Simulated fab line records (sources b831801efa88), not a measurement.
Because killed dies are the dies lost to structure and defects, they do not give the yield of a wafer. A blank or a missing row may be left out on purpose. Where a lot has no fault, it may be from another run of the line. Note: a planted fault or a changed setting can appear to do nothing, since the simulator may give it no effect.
Which tool was responsible? / flow gf180mcu / Sampling: 6 lots, 18 wafers, 3 of 602 route steps

## WHAT THE GAUGES READ, wafer by wafer
GF_HV_LDD_TW_MEAS_23.
lot=L366; measured=day 11 01:01; on=film_metro-04; HV_LDD_2_TW=1058 1062 1055
lot=L369; measured=day 12 02:41; on=film_metro-03; HV_LDD_2_TW=1040 1041 1045
lot=L371; measured=day 12 13:23; on=film_metro-01; HV_LDD_2_TW=1045 1047 1046
lot=L379; measured=day 15 05:29; on=film_metro-03; HV_LDD_2_TW=1050 1044 1052
lot=L383; measured=day 16 09:14; on=film_metro-01; HV_LDD_2_TW=1053 1045 1050
lot=L385; measured=day 17 01:07; on=film_metro-01; HV_LDD_2_TW=1053 1055 1054

## EACH LOT AND THE TOOL THAT RAN IT (in order: tool; ch and the chambers of the sampled wafers; start)
lot=L366; GF_DNWELL_STRIP_08=plasma_asher-04 ch 0,1, day 2 23:12; GF_MVSD_EXPOSE_04=iline_stepper-02 ch 0, day 4 07:30
lot=L369; GF_DNWELL_STRIP_08=plasma_asher-04 ch 0,1, day 3 18:46; GF_MVSD_EXPOSE_04=iline_stepper-02 ch 0, day 5 05:33
lot=L371; GF_DNWELL_STRIP_08=plasma_asher-01 ch 0,1, day 4 01:39; GF_MVSD_EXPOSE_04=iline_stepper-02 ch 0, day 5 13:18
lot=L379; GF_DNWELL_STRIP_08=plasma_asher-04 ch 0,1, day 5 22:10; GF_MVSD_EXPOSE_04=iline_stepper-02 ch 0, day 7 13:25
lot=L383; GF_DNWELL_STRIP_08=plasma_asher-02 ch 1, day 6 18:04; GF_MVSD_EXPOSE_04=iline_stepper-01 ch 0, day 8 11:01
lot=L385; GF_DNWELL_STRIP_08=plasma_asher-02 ch 0,1, day 7 04:52; GF_MVSD_EXPOSE_04=iline_stepper-02 ch 0, day 8 22:21
- GF_DNWELL_STRIP_08: strips in O2/N2.
- GF_MVSD_EXPOSE_04: exposes mask MVSD, target cd 1000 nm.

## THE ANSWER, worked out from the rows above alone
Rule: the usual values come from the lots themselves. The widest of any qualifying gaps counts: lots, ordered by their means at a reading, are off when they make up no more than a third of the lots, leave a main group of 4 or more, and stand apart from it by 3 or more times the standard deviation of that group's means. If all means in a main group match to the digits the tables above print for the reading, that group is not used. A lot without any number at a reading at which 4 lots or more have one is off too. All remaining lots with rows at the step are treated as sound.
Nothing can be told from this: no lot is off at any reading shown.

## WHAT WAS PUT IN BY THE SIMULATOR
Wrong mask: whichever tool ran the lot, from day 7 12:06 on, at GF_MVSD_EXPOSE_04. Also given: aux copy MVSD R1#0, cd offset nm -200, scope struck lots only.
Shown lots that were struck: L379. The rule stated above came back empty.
